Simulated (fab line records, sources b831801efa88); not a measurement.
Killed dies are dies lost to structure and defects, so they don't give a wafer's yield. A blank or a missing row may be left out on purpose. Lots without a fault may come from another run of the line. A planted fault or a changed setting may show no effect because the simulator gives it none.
Chamber matching | flow sky130 | SKY_CONTACT_CMP_27 on cmp-01: 4 sister chambers
The step polishes, stops on SiO2, t overpolish 15 s, target thk 0 nm. 8 wafers are shown with their chamber, then 8 later ones without.

WAFERS WITH THEIR CHAMBER
wafer  | chamber | motor_current_A (A) | time_to_endpoint_s (s)
L934.5 | 0       | 11.6                | 81
L944.5 | 2       | 11.2                | 83
L947.2 | 2       | 11.0                | 78
L947.3 | 3       | 11.9                | 82
L948.2 | 1       | 12.5                | 79
L948.5 | 0       | 12.3                | 78
L948.6 | 3       | 11.2                | 77
L953.1 | 1       | 13.3                | 75

WAFERS WITHOUT THEIR CHAMBER
wafer  | motor_current_A (A) | time_to_endpoint_s (s)
L953.2 | 12.0                | 75
L953.6 | 11.9                | 80
L954.1 | 12.0                | 81
L954.2 | 10.9                | 77
L954.3 | 12.3                | 76
L955.1 | 12.2                | 78
L955.2 | 12.4                | 80
L955.5 | 12.3                | 81

WHICH CHAMBER EACH WENT THROUGH
wafer  | from the rows above               | in truth
L953.2 | can't be placed: 0 or 3 or 1 or 2 | 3
L953.6 | can't be placed: 0 or 3 or 2      | 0
L954.1 | can't be placed: 0 or 3 or 2 or 1 | 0
L954.2 | can't be placed: 2 or 3 or 0      | 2
L954.3 | can't be placed: 1 or 0 or 3 or 2 | 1
L955.1 | can't be placed: 0 or 3 or 1 or 2 | 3
L955.2 | can't be placed: 0 or 1 or 3 or 2 | 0
L955.5 | can't be placed: 0 or 3 or 1 or 2 | 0
Placed correctly: 0 of 8. Can't be placed from these rows: 8 (the true chamber is among the candidates in 8). Placed wrongly: 0.
How it was worked out, from the rows above alone: a wafer's distance from a chamber is the root of the sum, over the readings, of the square of ((its reading less the chamber's mean) divided by the reading's scatter). The wafer belongs to the nearest chamber; if the next one is less than 2 further off, it can't be placed. A chamber's mean is the mean of its shown wafers. The scatter: the root of (the sum of the squares of (reading less its chamber's mean) over the shown wafers, divided by (wafers less chambers)).
